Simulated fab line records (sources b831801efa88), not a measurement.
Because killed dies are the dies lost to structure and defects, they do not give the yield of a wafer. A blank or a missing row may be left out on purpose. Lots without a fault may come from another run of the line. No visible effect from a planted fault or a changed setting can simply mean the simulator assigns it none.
Matching of chambers / flow gf180mcu / cmp-02 running GF_V4_CMP_04: 4 sister chambers
The step polishes SiO2. 7 wafers are shown with their chamber, then 8 later ones without.

== EACH WAFER AND ITS CHAMBER ==
wafer=L524.2; chamber=0; motor_current_A (A)=14.0; time_to_endpoint_s (s)=82
wafer=L528.1; chamber=3; motor_current_A (A)=13.0; time_to_endpoint_s (s)=87
wafer=L528.6; chamber=2; motor_current_A (A)=11.4; time_to_endpoint_s (s)=90
wafer=L530.2; chamber=1; motor_current_A (A)=14.5; time_to_endpoint_s (s)=76
wafer=L530.3; chamber=0; motor_current_A (A)=13.6; time_to_endpoint_s (s)=90
wafer=L530.4; chamber=2; motor_current_A (A)=11.5; time_to_endpoint_s (s)=85
wafer=L538.1; chamber=1; motor_current_A (A)=14.5; time_to_endpoint_s (s)=82

== WAFERS MISSING THEIR CHAMBER ==
wafer=L538.5; motor_current_A (A)=12.1; time_to_endpoint_s (s)=84
wafer=L538.6; motor_current_A (A)=12.7; time_to_endpoint_s (s)=95
wafer=L541.1; motor_current_A (A)=13.1; time_to_endpoint_s (s)=88
wafer=L541.4; motor_current_A (A)=13.9; time_to_endpoint_s (s)=76
wafer=L541.6; motor_current_A (A)=12.4; time_to_endpoint_s (s)=86
wafer=L542.1; motor_current_A (A)=13.8; time_to_endpoint_s (s)=84
wafer=L542.4; motor_current_A (A)=13.7; time_to_endpoint_s (s)=86
wafer=L542.5; motor_current_A (A)=13.3; time_to_endpoint_s (s)=90

== THE CHAMBER EACH PASSED THROUGH ==
wafer=L538.5; from the rows above=can't be placed: 2 or 3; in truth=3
wafer=L538.6; from the rows above=3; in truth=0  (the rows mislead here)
wafer=L541.1; from the rows above=3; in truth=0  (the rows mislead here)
wafer=L541.4; from the rows above=can't be placed: 0 or 1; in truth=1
wafer=L541.6; from the rows above=3; in truth=3
wafer=L542.1; from the rows above=0; in truth=0
wafer=L542.4; from the rows above=0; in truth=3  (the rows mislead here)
wafer=L542.5; from the rows above=can't be placed: 3 or 0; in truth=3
2 of 8 placed correctly. Not placeable from these rows: 3 (in 3, the candidates include the true chamber). 3 placed wrongly.
How it was worked out, from the rows above alone: a wafer's distance from a chamber is the root of the sum, over the readings, of the square of ((its reading less the chamber's mean) divided by the reading's scatter). The wafer belongs to the nearest chamber; if the next one is less than 2 further off, it can't be placed. A chamber's mean is the mean of its shown wafers. The scatter is the square root of a quotient: the sum, over the shown wafers, of each reading's squared deviation from its chamber's mean, divided by wafers minus chambers.
